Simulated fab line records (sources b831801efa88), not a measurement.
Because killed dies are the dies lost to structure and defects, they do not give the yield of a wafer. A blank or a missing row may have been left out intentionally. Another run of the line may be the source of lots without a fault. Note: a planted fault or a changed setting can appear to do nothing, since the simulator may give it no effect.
8D (eight disciplines) problem report, filled in by code    flow gf180mcu    the parts of the form that need people (team, actions taken, sign-off) are left out

== 1. WHAT IS WRONG ==
At GF_SALICIDE_RTA_06, lampPowerPct averages 5.17 % over 6 wafers from 2 lots, while fault-free wafers read 6.43 %, standard deviation 0.23. That puts it -5.5 standard deviations away from the usual mean.
The step: time 30 s.
First seen on wafer L313.1, day 18 19:49, on rtpAnneal-02. The record has a number at this step for 42 wafers belonging to 14 lots. Rule for "out", or "out of limits": more than 4 standard deviations from the usual mean. Any other wafer with a number is counted as sound.

== 2. WHAT THIS IS AND IS NOT ==
question                     is                      is not
which readings at this step  lampPowerPct            -
which lots                   L313, L315              L304, L305, L306, L312, L318, L319, L320, L321, L322, L323, L324, L326
which wafers of those lots   all that have a number  -
read on which tools          rtpAnneal-02            rtpAnneal-01
when                         from day 18 19:49       up to then (12 sound wafers); but 24 sound wafers of L318, L319, L320, L321, L322, L323, L324, L326 came after

== 3. SUSPECTS, AND WHAT RULES EACH OUT ==
Counting: any tool at a process step up to the reading is kept as a suspect provided that every lot that is out went through it and no sound lot did after the first of them.
- rtpAnneal-02 at GF_SALICIDE_RTA_06 (time 30 s): kept. It processed each lot that is out, first L313 at day 18 19:49, and no sound lot thereafter; up to then, the last sound lot it processed was L306 at day 16 00:04. Out on those wafers are its own readings of lampPowerPct.
After counting, what remains is rtpAnneal-02 at GF_SALICIDE_RTA_06.

== 4. THE CAUSE (what the simulator had put in) ==
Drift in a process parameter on rtpAnneal-02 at GF_SALICIDE_RTA_06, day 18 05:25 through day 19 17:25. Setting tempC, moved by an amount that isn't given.
After counting, this tool was the only one left.

== 5. SEQUENCE OF EFFECTS, ordered by route ==
Rows list readings where the struck wafers' mean (over those with a number) sits beyond 3 standard deviations from the usual. Readings are gone through only where the record gives a usual standard deviation; hours: the median, over the lots, of the time from a lot's start at the first step in this table giving one to that lot's start at this step; sigmas: the change measured in usual standard deviations.
hours  step                reading       usual   on struck wafers  change  sigmas
0      GF_SALICIDE_RTA_06  lampPowerPct  6.43 %  5.17              -1.26   -5.5
Its process steps:
- GF_SALICIDE_RTA_06: time 30 s.
Later steps that measure or inspect, where all struck wafers having a row at the step show a number for every such reading and not one has moved that far: GF_CONTACT_THK_MEAS_01.

== 6. WHAT WOULD HAVE CAUGHT IT SOONER ==
The fault began at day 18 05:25; the first out-of-limits reading in this record came at day 18 19:49, 14 hours later.
